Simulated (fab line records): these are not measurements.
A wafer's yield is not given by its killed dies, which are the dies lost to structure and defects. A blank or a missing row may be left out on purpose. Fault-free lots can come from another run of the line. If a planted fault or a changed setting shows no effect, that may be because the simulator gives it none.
What tool caused it? + flow sky130 + 36 wafers from 12 lots sampled at 6 of the route's 708 steps

WHAT THE GAUGES SHOWED, per wafer
SKY_NWELL_OVL_MEAS_10. Usual: NWELL_00_OVL typically reads 0.7 nm, with standard deviation 1.2.
| lot  | measured     | on         | NWELL_00_OVL (nm) | flag |
|------|--------------|------------|-------------------|------|
| L738 | day 4 16:15  | overlay-01 | -0.6 -0.4 -1.1    |      |
| L739 | day 5 08:13  | overlay-02 | -1.3 -1.5 -2.3    |      |
| L740 | day 5 22:12  | overlay-01 | 0.1 0.4 0.7       |      |
| L742 | day 6 06:10  | overlay-01 | - - -             | OFF  |
| L743 | day 6 06:39  | overlay-02 | 1.8 0.2 0.4       |      |
| L751 | day 7 23:45  | overlay-01 | 0.9 1.6 0.2       |      |
| L752 | day 8 04:36  | overlay-01 | 2.0 1.4 2.0       |      |
| L753 | day 8 10:23  | overlay-01 | 0.9 1.0 1.4       |      |
| L755 | day 8 20:55  | overlay-02 | 2.0 4.5 2.3       |      |
| L756 | day 9 05:07  | overlay-01 | -0.7 -0.4 1.1     |      |
| L757 | day 9 09:13  | overlay-02 | 0.7 0.8 0.7       |      |
| L759 | day 10 07:34 | overlay-02 | 1.7 1.0 -0.2      |      |

SKY_NWELL_TW_MEAS_15. Usual: NWELL_TW typically reads 1834, with standard deviation 20.
| lot  | measured     | on           | NWELL_TW       | flag |
|------|--------------|--------------|----------------|------|
| L738 | day 4 16:50  | filmMetro-03 | 1827 1827 1830 |      |
| L739 | day 5 08:48  | filmMetro-03 | 1820 1837 1835 |      |
| L740 | day 5 22:49  | filmMetro-01 | 1858 1871 1860 |      |
| L742 | day 6 06:46  | filmMetro-02 | 30 30 30       | OFF  |
| L743 | day 6 07:14  | filmMetro-02 | 1815 1801 1816 |      |
| L751 | day 8 01:58  | filmMetro-03 | 1823 1822 1818 |      |
| L752 | day 8 05:11  | filmMetro-02 | 1831 1835 1820 |      |
| L753 | day 8 10:59  | filmMetro-03 | 1828 1816 1828 |      |
| L755 | day 8 21:30  | filmMetro-01 | 1871 1872 1867 |      |
| L756 | day 9 05:42  | filmMetro-03 | 1830 1836 1840 |      |
| L757 | day 9 09:48  | filmMetro-03 | 1833 1836 1832 |      |
| L759 | day 10 08:10 | filmMetro-02 | 1838 1832 1835 |      |

SKY_VT_ADJUST_HVTP_OVL_MEAS_08. Usual: VT_ADJUST_HVTP_OVL typically reads 0.7 nm, with standard deviation 1.3.
| lot  | measured     | on         | VT_ADJUST_HVTP_OVL (nm) | flag |
|------|--------------|------------|-------------------------|------|
| L738 | day 6 05:20  | overlay-02 | 1.3 3.5 1.1             |      |
| L739 | day 6 21:32  | overlay-01 | 1.0 1.3 0.3             |      |
| L740 | day 7 13:50  | overlay-01 | 1.9 1.0 0.7             |      |
| L742 | day 7 22:20  | overlay-02 | 1.2 0.4 0.5             |      |
| L743 | day 7 22:31  | overlay-01 | 0.8 0.4 0.2             |      |
| L751 | day 9 20:50  | overlay-02 | 1.4 -0.6 0.6            |      |
| L752 | day 9 23:44  | overlay-02 | -1.1 -1.5 -2.0          |      |
| L753 | day 10 06:32 | overlay-02 | 0.6 0.5 -0.2            |      |
| L755 | day 10 17:07 | overlay-02 | 1.8 1.8 2.9             |      |
| L756 | day 11 03:05 | overlay-01 | 2.6 1.1 2.5             |      |
| L757 | day 11 08:24 | overlay-02 | 2.6 1.9 -0.2            |      |
| L759 | day 12 07:35 | overlay-02 | -1.0 -1.4 -2.2          |      |

SKY_VT_ADJUST_HVTR_OVL_MEAS_08. Usual: VT_ADJUST_HVTR_OVL typically reads 0.6 nm, with standard deviation 1.6.
| lot  | measured     | on         | VT_ADJUST_HVTR_OVL (nm) | flag |
|------|--------------|------------|-------------------------|------|
| L738 | day 9 14:31  | overlay-01 | 1.6 0.4 0.6             |      |
| L739 | day 10 09:14 | overlay-02 | 2.5 3.0 1.6             |      |
| L740 | day 11 04:11 | overlay-01 | 0.3 -1.4 0.5            |      |
| L742 | day 11 14:29 | overlay-01 | 0.9 1.5 2.0             |      |
| L743 | day 11 15:52 | overlay-02 | -0.5 0.3 0.8            |      |
| L751 | day 13 22:05 | overlay-02 | 0.3 0.7 -1.2            |      |
| L752 | day 14 00:52 | overlay-01 | -1.5 -1.6 0.0           |      |
| L753 | day 14 09:14 | overlay-01 | 2.6 1.7 2.1             |      |
| L755 | day 14 21:25 | overlay-01 | 3.0 3.0 3.1             |      |
| L756 | day 15 06:18 | overlay-01 | -0.6 -0.1 1.9           |      |
| L757 | day 15 14:26 | overlay-01 | 2.8 3.2 3.3             |      |
| L759 | day 16 18:25 | overlay-02 | 3.1 0.2 0.8             |      |

EACH LOT AND THE TOOL THAT RAN IT (in order: tool; ch and the chambers of the sampled wafers; start)
| lot  | SKY_NWELL_EXPOSE_07               | SKY_VT_ADJUST_NCORE_STRIP_10        |
|------|-----------------------------------|-------------------------------------|
| L738 | ilineStepper-02 ch 0, day 4 07:55 | plasmaAsher-04 ch 1, day 8 17:30    |
| L739 | ilineStepper-01 ch 0, day 4 23:26 | plasmaAsher-04 ch 0,1, day 9 10:55  |
| L740 | ilineStepper-01 ch 0, day 5 13:32 | plasmaAsher-01 ch 0,1, day 10 04:22 |
| L742 | ilineStepper-01 ch 0, day 5 21:34 | plasmaAsher-01 ch 0,1, day 10 14:58 |
| L743 | ilineStepper-02 ch 0, day 5 21:58 | plasmaAsher-03 ch 0,1, day 10 15:55 |
| L751 | ilineStepper-02 ch 0, day 7 14:47 | plasmaAsher-04 ch 1, day 12 20:28   |
| L752 | ilineStepper-01 ch 0, day 7 19:38 | plasmaAsher-04 ch 0, day 12 23:07   |
| L753 | ilineStepper-01 ch 0, day 8 00:05 | plasmaAsher-03 ch 0,1, day 13 07:46 |
| L755 | ilineStepper-02 ch 0, day 8 10:47 | plasmaAsher-03 ch 0,1, day 13 19:46 |
| L756 | ilineStepper-02 ch 0, day 8 19:00 | plasmaAsher-04 ch 0,1, day 14 04:51 |
| L757 | ilineStepper-01 ch 0, day 8 22:46 | plasmaAsher-01 ch 0,1, day 14 12:03 |
| L759 | ilineStepper-02 ch 0, day 9 20:32 | plasmaAsher-04 ch 0,1, day 15 13:51 |
- SKY_NWELL_EXPOSE_07: exposes mask NWM, target cd 840 nm.
- SKY_VT_ADJUST_NCORE_STRIP_10: strips in O2/N2.

AS READ BY THE TOOLS THEMSELVES (means over the sampled wafers that have a number; for cases with no such wafer, the mark the record gives instead)
SKY_VT_ADJUST_NCORE_STRIP_10. Usual: chamberPressureMTorr 1500.2 mTorr, standard deviation 1.3; drypumpMotorCurrentA 5.7 A, standard deviation 0.51; oesProductAu 0.715 a.u., standard deviation 0.0044; stripTimeToEndpointS 14.18 s, standard deviation 0.038.
| lot  | tool           | chamberPressureMTorr (mTorr) | drypumpMotorCurrentA (A) | oesProductAu (a.u.) | stripTimeToEndpointS (s) | flag |
|------|----------------|------------------------------|--------------------------|---------------------|--------------------------|------|
| L738 | plasmaAsher-04 | 1499.6                       | 5.9                      | 0.711               | 14.17                    |      |
| L739 | plasmaAsher-04 | 1500.3                       | 5.4                      | 0.715               | 14.16                    |      |
| L740 | plasmaAsher-01 | 1500.8                       | 6.1                      | 0.713               | 14.22                    |      |
| L742 | plasmaAsher-01 | 1500.3                       | 6.4                      | 0.717               | 14.20                    |      |
| L743 | plasmaAsher-03 | 1499.4                       | 5.3                      | 0.715               | 14.20                    |      |
| L751 | plasmaAsher-04 | 1500.5                       | 5.9                      | 0.715               | 14.14                    |      |
| L752 | plasmaAsher-04 | 1499.6                       | 5.2                      | 0.712               | 14.20                    |      |
| L753 | plasmaAsher-03 | 1499.5                       | 5.3                      | 0.715               | 14.18                    |      |
| L755 | plasmaAsher-03 | 1499.3                       | 5.3                      | 0.719               | 14.17                    |      |
| L756 | plasmaAsher-04 | 1500.3                       | 5.4                      | 0.715               | 14.22                    |      |
| L757 | plasmaAsher-01 | 1499.7                       | 6.1                      | 0.718               | 14.16                    |      |
| L759 | plasmaAsher-04 | 1500.5                       | 5.7                      | 0.715               | 14.19                    |      |

THE ANSWER, worked out from the rows above alone
Rule: a lot is off if the mean of its wafers that have a number lies more than 3 standard deviations from the usual mean. Also off: a lot with no number at a reading for which 4 or more lots have one. Where the step has rows for the other lots, those lots are counted as sound. After the gauges, taken in route order, come the tools' own readings; for these a lot's mean is taken, as printed above. The first step at which some lot is off is used, and at that step the reading that is off furthest; a lot without a number counts as furthest.
Off: L742, seen at SKY_NWELL_OVL_MEAS_10 (NWELL_00_OVL). Without a number there: L742.
If a tool, at a process step before that reading, ran all the lots that are off and no sound lot after the first of them, it fits. The gauges at SKY_NWELL_OVL_MEAS_10 aren't tried: what is off there is off at SKY_NWELL_TW_MEAS_15 too, on other tools, and a gauge's error can't cause that. Not one of the candidates tried fits.

WHAT THE SIMULATOR PUT IN
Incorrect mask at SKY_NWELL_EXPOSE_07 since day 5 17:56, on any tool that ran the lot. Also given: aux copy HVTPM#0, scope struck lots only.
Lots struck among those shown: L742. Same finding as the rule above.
